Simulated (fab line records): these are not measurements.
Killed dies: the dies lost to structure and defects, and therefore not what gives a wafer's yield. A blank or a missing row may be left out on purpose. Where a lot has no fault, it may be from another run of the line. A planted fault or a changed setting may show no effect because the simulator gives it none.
Which of the tools did it? / flow gf180mcu / 13 lots, 39 wafers sampled, at 5 steps of a route of 602

WHAT THE GAUGES SHOWED, per wafer
GF_DNWELL_TW_MEAS_09.
lot=L699; measured=day 2 20:31; on=film_metro-02; DNWELL_TW=1338 1340 1338
lot=L700; measured=day 3 00:08; on=film_metro-02; DNWELL_TW=1332 1341 1343
lot=L702; measured=day 3 16:11; on=film_metro-02; DNWELL_TW=1329 1340 1334
lot=L704; measured=day 3 22:55; on=film_metro-02; DNWELL_TW=1337 1328 1332
lot=L706; measured=day 4 10:52; on=film_metro-03; DNWELL_TW=1337 1341 1333
lot=L707; measured=day 4 14:10; on=film_metro-02; DNWELL_TW=1333 1328 1336
lot=L708; measured=day 4 18:15; on=film_metro-03; DNWELL_TW=1335 1328 1336
lot=L709; measured=day 5 00:55; on=film_metro-02; DNWELL_TW=1330 1338 1337
lot=L710; measured=day 5 05:41; on=film_metro-03; DNWELL_TW=1316 1322 1321
lot=L712; measured=day 5 17:08; on=film_metro-01; DNWELL_TW=1363 1358 1358
lot=L718; measured=day 6 23:16; on=film_metro-02; DNWELL_TW=1502 1495 1498 1502 1504 1500
lot=L721; measured=day 7 14:52; on=film_metro-03; DNWELL_TW=1497 1491 1486 1499 1491 1490
lot=L722; measured=day 7 20:19; on=film_metro-02; DNWELL_TW=1334 1327 1335

GF_V4_BOW_MEAS_05.
lot=L699; measured=day 23 11:23; on=film_metro-03; V4_BOW (um)=136 134 146
lot=L700; measured=day 23 15:21; on=film_metro-01; V4_BOW (um)=128 135 126
lot=L702; measured=day 24 22:22; on=film_metro-04; V4_BOW (um)=126 122 125
lot=L704; measured=day 25 10:07; on=film_metro-01; V4_BOW (um)=127 136 128
lot=L706; measured=day 26 01:35; on=film_metro-04; V4_BOW (um)=137 145 137
lot=L707; measured=day 26 06:14; on=film_metro-03; V4_BOW (um)=125 132 134
lot=L708; measured=day 26 09:58; on=film_metro-03; V4_BOW (um)=132 141 134
lot=L709; measured=day 26 20:54; on=film_metro-04; V4_BOW (um)=123 123 125
lot=L710; measured=day 27 11:25; on=film_metro-03; V4_BOW (um)=134 132 132
lot=L712; measured=day 27 19:29; on=film_metro-04; V4_BOW (um)=144 137 135
lot=L718; measured=day 29 11:16; on=film_metro-04; V4_BOW (um)=136 149 142
lot=L721; measured=day 30 03:48; on=film_metro-03; V4_BOW (um)=136 141 133
lot=L722; measured=day 30 11:48; on=film_metro-04; V4_BOW (um)=125 128 125

GF_V4_RS_MEAS_24: measures by four-point-probe.
lot=L699; measured=day 24 10:20; on=film_metro-04; V4_W_RS (ohm/sq)=0.326 0.329 0.330
lot=L700; measured=day 24 14:26; on=film_metro-04; V4_W_RS (ohm/sq)=0.326 0.328 0.325
lot=L702; measured=day 25 20:26; on=film_metro-01; V4_W_RS (ohm/sq)=0.330 0.321 0.328
lot=L704; measured=day 26 08:22; on=film_metro-03; V4_W_RS (ohm/sq)=0.317 0.319 0.320
lot=L706; measured=day 26 23:26; on=film_metro-04; V4_W_RS (ohm/sq)=0.333 0.324 0.326
lot=L707; measured=day 27 03:44; on=film_metro-03; V4_W_RS (ohm/sq)=0.326 0.329 0.321
lot=L708; measured=day 27 07:35; on=film_metro-01; V4_W_RS (ohm/sq)=0.322 0.331 0.320
lot=L709; measured=day 27 17:58; on=film_metro-03; V4_W_RS (ohm/sq)=0.325 0.333 0.331
lot=L710; measured=day 28 08:02; on=film_metro-04; V4_W_RS (ohm/sq)=0.328 0.317 0.322
lot=L712; measured=day 28 17:06; on=film_metro-04; V4_W_RS (ohm/sq)=0.318 0.323 0.317
lot=L718; measured=day 30 06:49; on=film_metro-03; V4_W_RS (ohm/sq)=0.321 0.325 0.323
lot=L721; measured=day 30 22:47; on=film_metro-01; V4_W_RS (ohm/sq)=0.319 0.318 0.319
lot=L722; measured=day 31 07:20; on=film_metro-04; V4_W_RS (ohm/sq)=0.327 0.325 0.326

EACH LOT AND THE TOOL THAT RAN IT (in order: tool; ch and the chambers of the sampled wafers; start)
lot=L699; GF_DNWELL_IMPLANT_07=implanter-04 ch 0, day 2 20:17; GF_V4_ETCH_16=rie_diel-03 ch 1,3, day 24 09:19
lot=L700; GF_DNWELL_IMPLANT_07=implanter-02 ch 0, day 2 23:56; GF_V4_ETCH_16=rie_diel-03 ch 1,2,3, day 24 13:11
lot=L702; GF_DNWELL_IMPLANT_07=implanter-01 ch 0, day 3 15:59; GF_V4_ETCH_16=rie_diel-02 ch 0,1,2, day 25 19:25
lot=L704; GF_DNWELL_IMPLANT_07=implanter-04 ch 0, day 3 22:41; GF_V4_ETCH_16=rie_diel-02 ch 1,2,3, day 26 07:22
lot=L706; GF_DNWELL_IMPLANT_07=implanter-01 ch 0, day 4 10:37; GF_V4_ETCH_16=rie_diel-02 ch 0,2, day 26 22:34
lot=L707; GF_DNWELL_IMPLANT_07=implanter-02 ch 0, day 4 13:55; GF_V4_ETCH_16=rie_diel-03 ch 2,3, day 27 02:52
lot=L708; GF_DNWELL_IMPLANT_07=implanter-01 ch 0, day 4 18:00; GF_V4_ETCH_16=rie_diel-02 ch 1,2,3, day 27 06:43
lot=L709; GF_DNWELL_IMPLANT_07=implanter-04 ch 0, day 5 00:40; GF_V4_ETCH_16=rie_diel-03 ch 1,2,3, day 27 17:03
lot=L710; GF_DNWELL_IMPLANT_07=implanter-02 ch 0, day 5 05:29; GF_V4_ETCH_16=rie_diel-02 ch 1,2, day 28 07:07
lot=L712; GF_DNWELL_IMPLANT_07=implanter-04 ch 0, day 5 16:55; GF_V4_ETCH_16=rie_diel-03 ch 0,2,3, day 28 16:10
lot=L718; GF_DNWELL_IMPLANT_07=implanter-02 ch 0, day 6 23:01; GF_V4_ETCH_16=rie_diel-02 ch 0,1,3, day 30 05:54
lot=L721; GF_DNWELL_IMPLANT_07=implanter-02 ch 0, day 7 14:38; GF_V4_ETCH_16=rie_diel-03 ch 1,3, day 30 21:51
lot=L722; GF_DNWELL_IMPLANT_07=implanter-04 ch 0, day 7 20:04; GF_V4_ETCH_16=rie_diel-04 ch 0,2, day 31 06:08
- GF_DNWELL_IMPLANT_07
- GF_V4_ETCH_16: etches BARC in N2/H2.

WHAT THE TOOLS THEMSELVES READ (means of the sampled wafers that have a number; where no wafer has one, the mark that the record gives instead)
GF_DNWELL_IMPLANT_07.
lot=L699; tool=implanter-04; tilt_deg (degrees)=0.010
lot=L700; tool=implanter-02; tilt_deg (degrees)=0.007
lot=L702; tool=implanter-01; tilt_deg (degrees)=0.006
lot=L704; tool=implanter-04; tilt_deg (degrees)=0.000
lot=L706; tool=implanter-01; tilt_deg (degrees)=-0.012
lot=L707; tool=implanter-02; tilt_deg (degrees)=0.010
lot=L708; tool=implanter-01; tilt_deg (degrees)=0.027
lot=L709; tool=implanter-04; tilt_deg (degrees)=0.011
lot=L710; tool=implanter-02; tilt_deg (degrees)=-0.017
lot=L712; tool=implanter-04; tilt_deg (degrees)=0.004
lot=L718; tool=implanter-02; tilt_deg (degrees)=8.860
lot=L721; tool=implanter-02; tilt_deg (degrees)=8.815
lot=L722; tool=implanter-04; tilt_deg (degrees)=0.004

GF_V4_ETCH_16.
lot=L699; tool=rie_diel-03; drypump_motor_current_A (A)=5.4; h2_flow_sccm (sccm)=200.4; oes_product_au (a.u.)=0.857; throttle_valve_pct (%)=13.215
lot=L700; tool=rie_diel-03; drypump_motor_current_A (A)=5.3; h2_flow_sccm (sccm)=199.8; oes_product_au (a.u.)=0.854; throttle_valve_pct (%)=13.236
lot=L702; tool=rie_diel-02; drypump_motor_current_A (A)=5.9; h2_flow_sccm (sccm)=200.1; oes_product_au (a.u.)=0.853; throttle_valve_pct (%)=13.222
lot=L704; tool=rie_diel-02; drypump_motor_current_A (A)=5.9; h2_flow_sccm (sccm)=200.5; oes_product_au (a.u.)=0.856; throttle_valve_pct (%)=13.220
lot=L706; tool=rie_diel-02; drypump_motor_current_A (A)=6.0; h2_flow_sccm (sccm)=200.0; oes_product_au (a.u.)=0.860; throttle_valve_pct (%)=13.236
lot=L707; tool=rie_diel-03; drypump_motor_current_A (A)=5.3; h2_flow_sccm (sccm)=199.7; oes_product_au (a.u.)=0.856; throttle_valve_pct (%)=13.226
lot=L708; tool=rie_diel-02; drypump_motor_current_A (A)=5.8; h2_flow_sccm (sccm)=199.9; oes_product_au (a.u.)=0.854; throttle_valve_pct (%)=13.221
lot=L709; tool=rie_diel-03; drypump_motor_current_A (A)=5.3; h2_flow_sccm (sccm)=199.8; oes_product_au (a.u.)=0.854; throttle_valve_pct (%)=13.225
lot=L710; tool=rie_diel-02; drypump_motor_current_A (A)=5.7; h2_flow_sccm (sccm)=200.3; oes_product_au (a.u.)=0.858; throttle_valve_pct (%)=13.221
lot=L712; tool=rie_diel-03; drypump_motor_current_A (A)=5.4; h2_flow_sccm (sccm)=200.1; oes_product_au (a.u.)=0.861; throttle_valve_pct (%)=13.227
lot=L718; tool=rie_diel-02; drypump_motor_current_A (A)=6.0; h2_flow_sccm (sccm)=200.3; oes_product_au (a.u.)=0.856; throttle_valve_pct (%)=13.231
lot=L721; tool=rie_diel-03; drypump_motor_current_A (A)=5.4; h2_flow_sccm (sccm)=200.1; oes_product_au (a.u.)=0.853; throttle_valve_pct (%)=13.221
lot=L722; tool=rie_diel-04; drypump_motor_current_A (A)=6.0; h2_flow_sccm (sccm)=199.7; oes_product_au (a.u.)=0.851; throttle_valve_pct (%)=13.223

THE ANSWER, worked out from the rows above alone
Rule: the usual values come from the lots themselves. Put in order of their means at a reading, lots are off if they are a third of the lots or fewer, leave a main group of 4 or more, and stand apart from it by a gap of 3 or more times the standard deviation of the main group's means; of several such gaps the widest counts. If all means in a main group match to the digits the tables above print for the reading, that group is not used. A lot without any number at a reading at which 4 lots or more have one is off too. Any other lot the step has rows for is counted as sound. After the gauges, taken in route order, come the tools' own readings; for these a lot's mean is taken, as printed above. At the first step where some lot is off, the reading lying furthest off is the one used; lots without a number count as furthest.
Off: L718, L721, seen at GF_DNWELL_TW_MEAS_09 (DNWELL_TW). Mean 1336 and standard deviation 9 in the main group.
If a tool, at a process step before that reading, ran all the lots that are off and no sound lot after the first of them, it fits. The gauges at GF_DNWELL_TW_MEAS_09 aren't tried: what is off there is off at GF_DNWELL_IMPLANT_07 too, on other tools, and a gauge's error can't cause that. One candidate fits, namely implanter-02 at GF_DNWELL_IMPLANT_07. Its last sound lot is L710 (day 5 05:29), its first lot that is off L718 (day 6 23:01): a fault that began between those two fits.
The tool's own readings at GF_DNWELL_IMPLANT_07 bear it out: on the lots that are off they differ by more than 5 times the standard deviation of the sound lots' means. tilt_deg reads 8.837 degrees there against 0.005 degrees on the sound lots.

WHAT WAS PUT IN BY THE SIMULATOR
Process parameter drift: implanter-02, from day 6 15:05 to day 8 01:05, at GF_DNWELL_IMPLANT_07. The setting tilt_deg was moved by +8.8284, starting from 0. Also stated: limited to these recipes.
Shown lots that were struck: L718, L721. The rule above reached the same finding.
